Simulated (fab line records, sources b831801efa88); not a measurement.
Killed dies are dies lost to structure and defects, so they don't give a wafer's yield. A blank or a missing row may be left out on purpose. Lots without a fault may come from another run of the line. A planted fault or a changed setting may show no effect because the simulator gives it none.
A struck lot beside a sound one | flow gf180mcu | 15 steps out of a route of 602
Sound: wafers L913.4, L913.5, L913.6. Struck: wafers L907.3, L907.5, L907.6. The cause comes at the end.
At each step with rows: each side's tool, then ch and its chambers, then its first start. Under that, the readings that differ: sound wafers | struck wafers | difference of the means | sigmas: that difference in standard deviations of wafers without a fault.
alike: readings whose means differ by less than 2 such deviations, and words and numbers that are the same on both sides. not compared: withheld readings, readings that some wafer has no value for, bounds like >300 that may hide the same value, and numbers for which the record gives no deviation and whose values overlap.
The two part at a step that has a row with sigmas, a row that says differs or no value, or rows on one side only. Numbers that don't overlap but have no deviation are shown without sigmas and don't part them. A reading that every wafer of one side lacks parts them only if that side has two wafers or more.

first, 7 steps without rows for these wafers: GF_V3_HMDS_07 (prime time 60 s); GF_V3_COAT_08; GF_V3_COAT_09 (resist thk 1000 nm); GF_V3_SOFTBAKE_10 (time 60 s); GF_V3_EXPOSE_11 (exposes mask Via3, target cd 260 nm); GF_V3_PEB_12 (peb time 90 s); GF_V3_DEVELOP_13 (develop time 60 s).
GF_V3_CD_MEAS_14: target cd 260 nm.
  sound on cd_sem-01, day 27 18:22; struck on cd_sem-01, day 25 21:25
  alike: cd_nm
GF_V3_OVL_MEAS_15:
  sound on overlay-01, day 27 18:26; struck on overlay-02, day 25 21:31
  alike: V3_OVL
GF_V3_ETCH_16: etches BARC in N2/H2.
  sound on rie_diel-03 ch 0,2,3, day 27 18:28; struck on rie_diel-02 ch 2,3, day 25 21:32
  reading                     | sound       | struck      | difference | sigmas
  drypump_motor_current_A (A) | 5.3 4.7 5.0 | 6.6 6.4 6.6 | +1.5       | +3
  alike: oes_product_au, throttle_valve_pct
GF_V3_ETCH_17: etches SiO2 in C4F8/O2/Ar, stops on TiN, target depth 635 nm.
  sound on rie_diel-03 ch 0,2,3; struck on rie_diel-02 ch 2,3
  alike: oes_product_au
GF_V3_STRIP_18: strips in O2/N2.
  sound on plasma_asher-03 ch 0,1, day 27 18:37; struck on plasma_asher-01 ch 0,1, day 25 21:42
  reading                     | sound       | struck      | difference | sigmas
  drypump_motor_current_A (A) | 4.9 5.3 4.9 | 6.6 6.6 6.5 | +1.5       | +2
  alike: chamber_pressure_mTorr, heater_power_w, o2_flow_sccm, oes_product_au
  not compared: rf_hours_counter_h
GF_V3_STRIP_19: strips in post etch residue remover, time 1200 s.
  sound on wet_bench-01 ch 0, day 27 18:41; struck on wet_bench-02 ch 3, day 25 21:46
  no value came back on the struck wafers for bath_guard_temp_C (C), bath_heat_duty_pct (%); on the sound wafers bath_guard_temp_C (C) reads 71.8 71.5 72.0
then, 1 step without rows for these wafers: GF_V3_CLEAN_20 (cleans in DIW).
-- the record jumps here: 6 days lie between the struck wafers' starts before and after (it left off in module V3 and takes up again in module PASSIVATION, whose first step shown is number 602 of the route) --
GF_PASSIVATION_PROBE_99:
  sound on prober-01, day 33 11:05; struck on prober-02, day 32 05:02
  reading                       | sound             | struck            | difference | sigmas
  model.etest.via3_chain.rc_ohm | 6.567 6.113 6.223 | 7.279 7.387 7.733 | +1.165     |

WHERE THEY PART
First at GF_V3_ETCH_16; last, within this record, at GF_V3_STRIP_19.

WHY: what the simulator had put in
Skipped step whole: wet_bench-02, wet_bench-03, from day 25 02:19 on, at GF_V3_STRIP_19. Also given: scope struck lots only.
